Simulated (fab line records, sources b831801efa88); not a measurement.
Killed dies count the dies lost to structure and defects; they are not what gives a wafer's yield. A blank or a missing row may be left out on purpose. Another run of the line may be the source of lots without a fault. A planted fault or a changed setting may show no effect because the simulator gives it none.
Which of the tools did it? || flow sky130 || 15 lots, 43 wafers sampled, at 5 steps of a route of 708

== WHAT EACH GAUGE READ, for each wafer ==
SKY_LI_CONTACT_THK_MEAS_23: measures by xrf. Usual: LI_CONTACT_W_THK 393 nm, standard deviation 5.8.
{"lot": "L868", "measured": "day 29 04:48", "on": "film_metro-03", "LI_CONTACT_W_THK (nm)": "398 396 397", "flag": ""}
{"lot": "L875", "measured": "day 31 12:14", "on": "film_metro-04", "LI_CONTACT_W_THK (nm)": "398 396", "flag": ""}
{"lot": "L876", "measured": "day 31 17:05", "on": "film_metro-03", "LI_CONTACT_W_THK (nm)": "400 399", "flag": ""}
{"lot": "L878", "measured": "day 32 09:42", "on": "film_metro-04", "LI_CONTACT_W_THK (nm)": "391 387 397", "flag": ""}
{"lot": "L879", "measured": "day 32 18:06", "on": "film_metro-02", "LI_CONTACT_W_THK (nm)": "390 391 392", "flag": ""}
{"lot": "L880", "measured": "day 32 22:08", "on": "film_metro-03", "LI_CONTACT_W_THK (nm)": "395 392 396", "flag": ""}
{"lot": "L881", "measured": "day 33 10:40", "on": "film_metro-02", "LI_CONTACT_W_THK (nm)": "391 391 393", "flag": ""}
{"lot": "L882", "measured": "day 33 14:50", "on": "film_metro-03", "LI_CONTACT_W_THK (nm)": "401 398 398", "flag": ""}
{"lot": "L884", "measured": "day 34 14:32", "on": "film_metro-02", "LI_CONTACT_W_THK (nm)": "395 386 383", "flag": ""}
{"lot": "L885", "measured": "day 34 18:13", "on": "film_metro-04", "LI_CONTACT_W_THK (nm)": "395 389 399", "flag": ""}
{"lot": "L886", "measured": "day 34 23:17", "on": "film_metro-03", "LI_CONTACT_W_THK (nm)": "399 394 401", "flag": ""}
{"lot": "L888", "measured": "day 35 15:36", "on": "film_metro-04", "LI_CONTACT_W_THK (nm)": "387 395 385", "flag": ""}
{"lot": "L889", "measured": "day 36 00:00", "on": "film_metro-02", "LI_CONTACT_W_THK (nm)": "395 395 392", "flag": ""}
{"lot": "L890", "measured": "day 36 03:27", "on": "film_metro-04", "LI_CONTACT_W_THK (nm)": "389 389 388", "flag": ""}
{"lot": "L891", "measured": "day 36 12:34", "on": "film_metro-04", "LI_CONTACT_W_THK (nm)": "386 395 392", "flag": ""}

SKY_METAL2_CD_MEAS_15: the cd target is 140 nm. Usual: cd_nm 140.3 nm, standard deviation 1.4.
{"lot": "L868", "measured": "day 35 02:56", "on": "cd_sem-02", "cd_nm (nm)": "140.9 139.8 141.1", "flag": ""}
{"lot": "L875", "measured": "day 37 06:24", "on": "cd_sem-01", "cd_nm (nm)": "138.4 141.2", "flag": ""}
{"lot": "L876", "measured": "day 37 11:50", "on": "cd_sem-02", "cd_nm (nm)": "141.6 141.4", "flag": ""}
{"lot": "L878", "measured": "day 38 04:50", "on": "cd_sem-01", "cd_nm (nm)": "137.2 138.4 138.8", "flag": ""}
{"lot": "L879", "measured": "day 38 12:23", "on": "cd_sem-01", "cd_nm (nm)": "139.0 140.4 140.0", "flag": ""}
{"lot": "L880", "measured": "day 38 15:26", "on": "cd_sem-02", "cd_nm (nm)": "139.4 138.8 140.9", "flag": ""}
{"lot": "L881", "measured": "day 39 04:28", "on": "cd_sem-01", "cd_nm (nm)": "140.0 139.1 141.1", "flag": ""}
{"lot": "L882", "measured": "day 39 07:38", "on": "cd_sem-02", "cd_nm (nm)": "142.0 142.2 140.5", "flag": ""}
{"lot": "L884", "measured": "day 40 05:31", "on": "cd_sem-02", "cd_nm (nm)": "141.9 142.3 142.5", "flag": ""}
{"lot": "L885", "measured": "day 40 08:59", "on": "cd_sem-02", "cd_nm (nm)": "139.5 138.8 139.4", "flag": ""}
{"lot": "L886", "measured": "day 40 13:12", "on": "cd_sem-01", "cd_nm (nm)": "139.5 139.0 138.9", "flag": ""}
{"lot": "L888", "measured": "day 41 04:02", "on": "cd_sem-01", "cd_nm (nm)": "139.7 139.4 138.4", "flag": ""}
{"lot": "L889", "measured": "day 41 12:35", "on": "cd_sem-01", "cd_nm (nm)": "139.8 140.5 141.0", "flag": ""}
{"lot": "L890", "measured": "day 41 14:35", "on": "cd_sem-01", "cd_nm (nm)": "138.4 138.8 139.3", "flag": ""}
{"lot": "L891", "measured": "day 42 00:46", "on": "cd_sem-01", "cd_nm (nm)": "142.1 141.5 140.8", "flag": ""}

SKY_PASSIVATION_THK_MEAS_01. Usual: PASSIVATION_CVD_00_THK 90.6 nm, standard deviation 1.1.
{"lot": "L868", "measured": "day 43 19:08", "on": "film_metro-02", "PASSIVATION_CVD_00_THK (nm)": "89.2 92.4 90.3", "flag": ""}
{"lot": "L875", "measured": "day 45 16:37", "on": "film_metro-04", "PASSIVATION_CVD_00_THK (nm)": "37.5 91.1 37.5 91.1", "flag": "OFF"}
{"lot": "L876", "measured": "day 45 19:41", "on": "film_metro-03", "PASSIVATION_CVD_00_THK (nm)": "39.0 92.0 39.0 92.0", "flag": "OFF"}
{"lot": "L878", "measured": "day 46 12:35", "on": "film_metro-04", "PASSIVATION_CVD_00_THK (nm)": "90.0 89.2 91.0", "flag": ""}
{"lot": "L879", "measured": "day 46 17:20", "on": "film_metro-02", "PASSIVATION_CVD_00_THK (nm)": "90.4 38.7 89.7 90.4 38.7 89.8", "flag": "OFF"}
{"lot": "L880", "measured": "day 46 21:17", "on": "film_metro-04", "PASSIVATION_CVD_00_THK (nm)": "90.0 88.7 91.4", "flag": ""}
{"lot": "L881", "measured": "day 47 07:29", "on": "film_metro-02", "PASSIVATION_CVD_00_THK (nm)": "90.6 90.3 92.5", "flag": ""}
{"lot": "L882", "measured": "day 47 10:33", "on": "film_metro-03", "PASSIVATION_CVD_00_THK (nm)": "91.4 91.0 90.6", "flag": ""}
{"lot": "L884", "measured": "day 48 03:06", "on": "film_metro-04", "PASSIVATION_CVD_00_THK (nm)": "88.5 90.2 90.2", "flag": ""}
{"lot": "L885", "measured": "day 48 05:17", "on": "film_metro-03", "PASSIVATION_CVD_00_THK (nm)": "91.4 90.4 91.1", "flag": ""}
{"lot": "L886", "measured": "day 48 10:14", "on": "film_metro-02", "PASSIVATION_CVD_00_THK (nm)": "90.8 91.1 91.7", "flag": ""}
{"lot": "L888", "measured": "day 48 18:02", "on": "film_metro-03", "PASSIVATION_CVD_00_THK (nm)": "89.2 90.1 91.3", "flag": ""}
{"lot": "L889", "measured": "day 49 02:19", "on": "film_metro-03", "PASSIVATION_CVD_00_THK (nm)": "90.1 91.6 91.4", "flag": ""}
{"lot": "L890", "measured": "day 49 04:49", "on": "film_metro-03", "PASSIVATION_CVD_00_THK (nm)": "90.3 89.6 91.6", "flag": ""}
{"lot": "L891", "measured": "day 49 11:53", "on": "film_metro-03", "PASSIVATION_CVD_00_THK (nm)": "89.7 89.9 90.0", "flag": ""}

== WHICH TOOL RAN EACH LOT (tool, then ch and the chambers of the sampled wafers, then the start) ==
{"lot": "L868", "SKY_LOCAL_INTERCONNECT_STRIP_15": "plasma_asher-02 ch 0,1, day 30 09:13", "SKY_PASSIVATION_CVD_00": "pecvd-01 ch 0,2, day 43 19:06"}
{"lot": "L875", "SKY_LOCAL_INTERCONNECT_STRIP_15": "plasma_asher-01 ch 0,1, day 32 16:17", "SKY_PASSIVATION_CVD_00": "pecvd-02 ch 0,2, day 45 16:34"}
{"lot": "L876", "SKY_LOCAL_INTERCONNECT_STRIP_15": "plasma_asher-01 ch 1, day 32 20:44", "SKY_PASSIVATION_CVD_00": "pecvd-02 ch 1,2, day 45 19:38"}
{"lot": "L878", "SKY_LOCAL_INTERCONNECT_STRIP_15": "plasma_asher-01 ch 0,1, day 33 13:20", "SKY_PASSIVATION_CVD_00": "pecvd-03 ch 0,1,2, day 46 12:34"}
{"lot": "L879", "SKY_LOCAL_INTERCONNECT_STRIP_15": "plasma_asher-02 ch 0,1, day 33 21:16", "SKY_PASSIVATION_CVD_00": "pecvd-02 ch 0,1,2, day 46 17:18"}
{"lot": "L880", "SKY_LOCAL_INTERCONNECT_STRIP_15": "plasma_asher-03 ch 0,1, day 34 01:00", "SKY_PASSIVATION_CVD_00": "pecvd-01 ch 1,2, day 46 21:15"}
{"lot": "L881", "SKY_LOCAL_INTERCONNECT_STRIP_15": "plasma_asher-01 ch 0,1, day 34 14:10", "SKY_PASSIVATION_CVD_00": "pecvd-03 ch 0,1,2, day 47 07:28"}
{"lot": "L882", "SKY_LOCAL_INTERCONNECT_STRIP_15": "plasma_asher-02 ch 0,1, day 34 18:15", "SKY_PASSIVATION_CVD_00": "pecvd-01 ch 1,2, day 47 10:31"}
{"lot": "L884", "SKY_LOCAL_INTERCONNECT_STRIP_15": "plasma_asher-03 ch 0,1, day 35 17:38", "SKY_PASSIVATION_CVD_00": "pecvd-01 ch 0,2, day 48 03:04"}
{"lot": "L885", "SKY_LOCAL_INTERCONNECT_STRIP_15": "plasma_asher-02 ch 0,1, day 35 20:42", "SKY_PASSIVATION_CVD_00": "pecvd-03 ch 0,2, day 48 05:15"}
{"lot": "L886", "SKY_LOCAL_INTERCONNECT_STRIP_15": "plasma_asher-02 ch 0,1, day 36 02:28", "SKY_PASSIVATION_CVD_00": "pecvd-01 ch 1,2, day 48 10:11"}
{"lot": "L888", "SKY_LOCAL_INTERCONNECT_STRIP_15": "plasma_asher-01 ch 0,1, day 36 17:46", "SKY_PASSIVATION_CVD_00": "pecvd-01 ch 0,2, day 48 18:01"}
{"lot": "L889", "SKY_LOCAL_INTERCONNECT_STRIP_15": "plasma_asher-02 ch 0, day 37 03:04", "SKY_PASSIVATION_CVD_00": "pecvd-03 ch 0,1, day 49 02:18"}
{"lot": "L890", "SKY_LOCAL_INTERCONNECT_STRIP_15": "plasma_asher-01 ch 0,1, day 37 04:52", "SKY_PASSIVATION_CVD_00": "pecvd-01 ch 0,1,2, day 49 04:48"}
{"lot": "L891", "SKY_LOCAL_INTERCONNECT_STRIP_15": "plasma_asher-03 ch 0,1, day 37 15:46", "SKY_PASSIVATION_CVD_00": "pecvd-03 ch 0,1,2, day 49 11:52"}
- SKY_LOCAL_INTERCONNECT_STRIP_15: strips in O2/N2.
- SKY_PASSIVATION_CVD_00: deposits SiO2, target thk 90 nm.

== WHAT THE TOOLS THEMSELVES READ (means of the sampled wafers that have a number; where no wafer has one, the mark that the record gives instead) ==
SKY_LOCAL_INTERCONNECT_STRIP_15. Usual: drypump_motor_current_A 5.62 A, standard deviation 0.2; oes_product_au 0.427 a.u., standard deviation 0.0045; strip_time_to_endpoint_s 4.716 s, standard deviation 0.021.
{"lot": "L868", "tool": "plasma_asher-02", "drypump_motor_current_A (A)": 5.53, "oes_product_au (a.u.)": 0.428, "strip_time_to_endpoint_s (s)": 4.704, "flag": ""}
{"lot": "L875", "tool": "plasma_asher-01", "drypump_motor_current_A (A)": 5.72, "oes_product_au (a.u.)": 0.428, "strip_time_to_endpoint_s (s)": 4.737, "flag": ""}
{"lot": "L876", "tool": "plasma_asher-01", "drypump_motor_current_A (A)": 5.98, "oes_product_au (a.u.)": 0.425, "strip_time_to_endpoint_s (s)": 4.694, "flag": ""}
{"lot": "L878", "tool": "plasma_asher-01", "drypump_motor_current_A (A)": 5.81, "oes_product_au (a.u.)": 0.432, "strip_time_to_endpoint_s (s)": 4.730, "flag": ""}
{"lot": "L879", "tool": "plasma_asher-02", "drypump_motor_current_A (A)": 5.51, "oes_product_au (a.u.)": 0.431, "strip_time_to_endpoint_s (s)": 4.708, "flag": ""}
{"lot": "L880", "tool": "plasma_asher-03", "drypump_motor_current_A (A)": 5.64, "oes_product_au (a.u.)": 0.425, "strip_time_to_endpoint_s (s)": 4.724, "flag": ""}
{"lot": "L881", "tool": "plasma_asher-01", "drypump_motor_current_A (A)": 5.62, "oes_product_au (a.u.)": 0.430, "strip_time_to_endpoint_s (s)": 4.720, "flag": ""}
{"lot": "L882", "tool": "plasma_asher-02", "drypump_motor_current_A (A)": 5.44, "oes_product_au (a.u.)": 0.424, "strip_time_to_endpoint_s (s)": 4.704, "flag": ""}
{"lot": "L884", "tool": "plasma_asher-03", "drypump_motor_current_A (A)": 5.65, "oes_product_au (a.u.)": 0.427, "strip_time_to_endpoint_s (s)": 4.761, "flag": ""}
{"lot": "L885", "tool": "plasma_asher-02", "drypump_motor_current_A (A)": 5.43, "oes_product_au (a.u.)": 0.427, "strip_time_to_endpoint_s (s)": 4.727, "flag": ""}
{"lot": "L886", "tool": "plasma_asher-02", "drypump_motor_current_A (A)": 5.42, "oes_product_au (a.u.)": 0.422, "strip_time_to_endpoint_s (s)": 4.689, "flag": ""}
{"lot": "L888", "tool": "plasma_asher-01", "drypump_motor_current_A (A)": 5.61, "oes_product_au (a.u.)": 0.424, "strip_time_to_endpoint_s (s)": 4.691, "flag": ""}
{"lot": "L889", "tool": "plasma_asher-02", "drypump_motor_current_A (A)": 5.36, "oes_product_au (a.u.)": 0.426, "strip_time_to_endpoint_s (s)": 4.694, "flag": ""}
{"lot": "L890", "tool": "plasma_asher-01", "drypump_motor_current_A (A)": 5.80, "oes_product_au (a.u.)": 0.430, "strip_time_to_endpoint_s (s)": 4.721, "flag": ""}
{"lot": "L891", "tool": "plasma_asher-03", "drypump_motor_current_A (A)": 5.64, "oes_product_au (a.u.)": 0.423, "strip_time_to_endpoint_s (s)": 4.712, "flag": ""}

SKY_PASSIVATION_CVD_00. Usual: heater_power_w 683 W, standard deviation 100.
{"lot": "L868", "tool": "pecvd-01", "heater_power_w (W)": 701, "flag": ""}
{"lot": "L875", "tool": "pecvd-02", "heater_power_w (W)": 728, "flag": ""}
{"lot": "L876", "tool": "pecvd-02", "heater_power_w (W)": 600, "flag": ""}
{"lot": "L878", "tool": "pecvd-03", "heater_power_w (W)": 651, "flag": ""}
{"lot": "L879", "tool": "pecvd-02", "heater_power_w (W)": 641, "flag": ""}
{"lot": "L880", "tool": "pecvd-01", "heater_power_w (W)": 806, "flag": ""}
{"lot": "L881", "tool": "pecvd-03", "heater_power_w (W)": 674, "flag": ""}
{"lot": "L882", "tool": "pecvd-01", "heater_power_w (W)": 703, "flag": ""}
{"lot": "L884", "tool": "pecvd-01", "heater_power_w (W)": 672, "flag": ""}
{"lot": "L885", "tool": "pecvd-03", "heater_power_w (W)": 633, "flag": ""}
{"lot": "L886", "tool": "pecvd-01", "heater_power_w (W)": 778, "flag": ""}
{"lot": "L888", "tool": "pecvd-01", "heater_power_w (W)": 712, "flag": ""}
{"lot": "L889", "tool": "pecvd-03", "heater_power_w (W)": 659, "flag": ""}
{"lot": "L890", "tool": "pecvd-01", "heater_power_w (W)": 677, "flag": ""}
{"lot": "L891", "tool": "pecvd-03", "heater_power_w (W)": 672, "flag": ""}

== THE ANSWER, worked out from the rows above alone ==
Rule: lot off if the mean of its wafers having a number is beyond 3 standard deviations from the usual mean. Also off: a lot with no number at a reading for which 4 or more lots have one. All remaining lots with rows at the step are treated as sound. First the gauges in route order, then the tools' own readings, where a lot's mean is used as printed above. At the first step where some lot is off, the reading lying furthest off is the one used; lots without a number count as furthest.
Off: L875, L876, L879, seen at SKY_PASSIVATION_THK_MEAS_01 (PASSIVATION_CVD_00_THK).
If a tool, at a process step before that reading, ran all the lots that are off and no sound lot after the first of them, it fits. Gauges at SKY_PASSIVATION_THK_MEAS_01: tried the same way as those tools. One fits: SKY_PASSIVATION_CVD_00 on pecvd-02. It ran no sound lot before its first lot that is off in this sample, so the start can't be narrowed down.

== WHAT THE SIMULATOR HAD PUT IN ==
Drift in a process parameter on pecvd-02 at SKY_PASSIVATION_CVD_00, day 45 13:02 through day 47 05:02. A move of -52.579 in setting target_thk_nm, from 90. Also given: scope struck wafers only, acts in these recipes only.
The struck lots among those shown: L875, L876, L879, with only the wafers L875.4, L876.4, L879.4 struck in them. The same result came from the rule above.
